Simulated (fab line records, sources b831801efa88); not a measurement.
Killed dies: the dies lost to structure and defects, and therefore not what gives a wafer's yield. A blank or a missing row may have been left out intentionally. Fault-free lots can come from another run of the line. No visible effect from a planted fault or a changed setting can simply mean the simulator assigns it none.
Problem report in the 8D (eight disciplines) form, filled by code + flow sky130 + the parts of the form that need people (team, actions taken, sign-off) are left out

== 1. THE PROBLEM ==
Mean of dose-ions-cm2 at SKY_LDD_N_IMPLANT_09: 6.663e+13 across 9 wafers in 3 lots; on wafers with no fault it is 7.501e+13 (standard deviation 7.4e+10). That is -99 or more standard deviations from the usual mean.
The first sign was on wafer L507.1 at day 23 16:12, on implanter-03. The record has a number at this step for 42 wafers belonging to 14 lots. The rule behind "out" and "out of limits": a value lying over 4 standard deviations away from the usual mean. The other wafers with a number count as sound.

== 2. WHAT THIS IS AND IS NOT ==
| question                    | is                     | is not                                                                          |
|-----------------------------|------------------------|---------------------------------------------------------------------------------|
| which readings at this step | dose-ions-cm2          | -                                                                               |
| which lots                  | L507, L508, L509       | L491, L492, L493, L495, L496, L498, L499, L500, L511, L512, L514                |
| which wafers of those lots  | all that have a number | -                                                                               |
| read on which tools         | implanter-03           | implanter-01, implanter-02                                                      |
| when                        | from day 23 16:12      | up to then (24 sound wafers); but 9 sound wafers of L511, L512, L514 came after |

== 3. THE SUSPECTS, EACH WITH WHAT RULES IT OUT ==
Counting: a tool at any process step up to the reading remains a suspect when it ran all the lots that are out and ran no sound lot after the first of those.
- implanter-03 at SKY_LDD_N_IMPLANT_09: kept. All lots that are out passed through it, beginning with L507 at day 23 16:12, and no sound lot followed; its final sound lot before that point was L500 at day 21 06:31. Its own dose-ions-cm2 readings are out on those wafers.
Left after counting: implanter-03 at SKY_LDD_N_IMPLANT_09.

== 4. THE CAUSE (what the simulator had put in) ==
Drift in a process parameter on implanter-03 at SKY_LDD_N_IMPLANT_09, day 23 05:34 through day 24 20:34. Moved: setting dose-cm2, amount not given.
This tool alone remained once counting was done.

== 5. THE CHAIN OF EFFECTS, in route order ==
One row per reading whose mean, taken over the struck wafers that have a number, lies over 3 standard deviations from the usual. Only readings whose record carries a usual standard deviation are examined. hours: median over the lots of the time between each lot's start at the first step of this table that gives one and its start at this step. sigmas: the change, counted in usual standard deviations.
| hours | step                 | reading            | usual     | on struck wafers | change     | sigmas      |
|-------|----------------------|--------------------|-----------|------------------|------------|-------------|
| 0     | SKY_LDD_N_IMPLANT_09 | dose-ions-cm2      | 7.501e+13 | 6.663e+13        | -8.378e+12 | -99 or more |
| 0     | SKY_LDD_N_IMPLANT_09 | faraday-current-uA | 421       | 374              | -47        | -5.4        |
Its process steps:
- SKY_LDD_N_IMPLANT_09
At these later measuring or inspecting steps, every struck wafer for which the step has a row has a number for every such reading, and none has moved that far: SKY_LDD_P_CD_MEAS_07, SKY_SD_P_OVL_MEAS_08.

== 6. HOW IT WOULD HAVE BEEN CAUGHT EARLIER ==
The fault began at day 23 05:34; the first out-of-limits reading in this record came at day 23 16:12, 11 hours later.
